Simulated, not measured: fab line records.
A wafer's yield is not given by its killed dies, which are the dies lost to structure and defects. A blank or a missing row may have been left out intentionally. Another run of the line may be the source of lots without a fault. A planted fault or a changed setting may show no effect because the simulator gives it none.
Matching of chambers :: flow gf180mcu :: GF_V2_ETCH_16 on rieDiel-01 has 4 sister chambers
The step etches BARC in N2/H2. 16 wafers are shown with their chamber, then 8 later ones without.

## EACH WAFER AND ITS CHAMBER
wafer: L075.1
chamber: 3
drypumpMotorCurrentA (A): 5.1
oesProductAu (a.u.): 0.851
throttleValvePct (%): 13.215

wafer: L075.2
chamber: 2
drypumpMotorCurrentA (A): 5.4
oesProductAu (a.u.): 0.855
throttleValvePct (%): 13.229

wafer: L075.3
chamber: 0
drypumpMotorCurrentA (A): 5.5
oesProductAu (a.u.): 0.861
throttleValvePct (%): 13.229

wafer: L075.4
chamber: 1
drypumpMotorCurrentA (A): 6.5
oesProductAu (a.u.): 0.861
throttleValvePct (%): 13.236

wafer: L075.5
chamber: 2
drypumpMotorCurrentA (A): 5.4
oesProductAu (a.u.): 0.866
throttleValvePct (%): 13.241

wafer: L075.6
chamber: 3
drypumpMotorCurrentA (A): 5.1
oesProductAu (a.u.): 0.860
throttleValvePct (%): 13.237

wafer: L080.1
chamber: 3
drypumpMotorCurrentA (A): 5.1
oesProductAu (a.u.): 0.853
throttleValvePct (%): 13.216

wafer: L080.2
chamber: 2
drypumpMotorCurrentA (A): 5.4
oesProductAu (a.u.): 0.856
throttleValvePct (%): 13.227

wafer: L080.4
chamber: 1
drypumpMotorCurrentA (A): 6.5
oesProductAu (a.u.): 0.851
throttleValvePct (%): 13.241

wafer: L083.3
chamber: 1
drypumpMotorCurrentA (A): 6.5
oesProductAu (a.u.): 0.862
throttleValvePct (%): 13.220

wafer: L083.4
chamber: 3
drypumpMotorCurrentA (A): 5.1
oesProductAu (a.u.): 0.853
throttleValvePct (%): 13.232

wafer: L083.6
chamber: 2
drypumpMotorCurrentA (A): 5.4
oesProductAu (a.u.): 0.853
throttleValvePct (%): 13.230

wafer: L084.1
chamber: 2
drypumpMotorCurrentA (A): 5.4
oesProductAu (a.u.): 0.850
throttleValvePct (%): 13.209

wafer: L084.4
chamber: 3
drypumpMotorCurrentA (A): 5.1
oesProductAu (a.u.): 0.854
throttleValvePct (%): 13.236

wafer: L084.6
chamber: 2
drypumpMotorCurrentA (A): 5.5
oesProductAu (a.u.): 0.853
throttleValvePct (%): 13.220

wafer: L087.1
chamber: 1
drypumpMotorCurrentA (A): 6.5
oesProductAu (a.u.): 0.853
throttleValvePct (%): 13.217

SIGNATURES (means of the wafers above)
reading: drypumpMotorCurrentA
chamber 0: 5.500
chamber 1: 6.500
chamber 2: 5.417
chamber 3: 5.100
scatter within a chamber: 0.0264

reading: oesProductAu
chamber 0: 0.86100
chamber 1: 0.85675
chamber 2: 0.85550
chamber 3: 0.85420
scatter within a chamber: 0.00494

reading: throttleValvePct
chamber 0: 13.22900
chamber 1: 13.22850
chamber 2: 13.22600
chamber 3: 13.22720
scatter within a chamber: 0.011
Rule: for a wafer and a chamber, the distance is found by dividing, reading by reading, the gap between the wafer's reading and the chamber's mean by the reading's scatter, squaring, summing and taking the root. The wafer belongs to the nearest chamber; if the next one is less than 2 further off, it can't be placed. The scatter is the square root of a quotient: the sum, over the shown wafers, of each reading's squared deviation from its chamber's mean, divided by wafers minus chambers.

## WAFERS WITHOUT THEIR CHAMBER
wafer: L087.2
drypumpMotorCurrentA (A): 5.4
oesProductAu (a.u.): 0.847
throttleValvePct (%): 13.236

wafer: L087.3
drypumpMotorCurrentA (A): 5.1
oesProductAu (a.u.): 0.852
throttleValvePct (%): 13.239

wafer: L087.4
drypumpMotorCurrentA (A): 5.5
oesProductAu (a.u.): 0.861
throttleValvePct (%): 13.219

wafer: L087.5
drypumpMotorCurrentA (A): 5.5
oesProductAu (a.u.): 0.854
throttleValvePct (%): 13.221

wafer: L087.6
drypumpMotorCurrentA (A): 5.1
oesProductAu (a.u.): 0.856
throttleValvePct (%): 13.235

wafer: L093.1
drypumpMotorCurrentA (A): 5.1
oesProductAu (a.u.): 0.862
throttleValvePct (%): 13.235

wafer: L093.2
drypumpMotorCurrentA (A): 5.5
oesProductAu (a.u.): 0.861
throttleValvePct (%): 13.215

wafer: L093.6
drypumpMotorCurrentA (A): 5.5
oesProductAu (a.u.): 0.858
throttleValvePct (%): 13.220

## THE CHAMBER EACH PASSED THROUGH
wafer: L087.2
from the rows above: 2
in truth: 2

wafer: L087.3
from the rows above: 3
in truth: 3

wafer: L087.4
from the rows above: 0
in truth: 0

wafer: L087.5
from the rows above: can't be placed: 0 or 2
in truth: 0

wafer: L087.6
from the rows above: 3
in truth: 3

wafer: L093.1
from the rows above: 3
in truth: 3

wafer: L093.2
from the rows above: 0
in truth: 0

wafer: L093.6
from the rows above: 0
in truth: 0
7 of 8 placed correctly. These rows do not allow placing 1 (true chamber among the candidates in 1). Wrongly placed: 0.
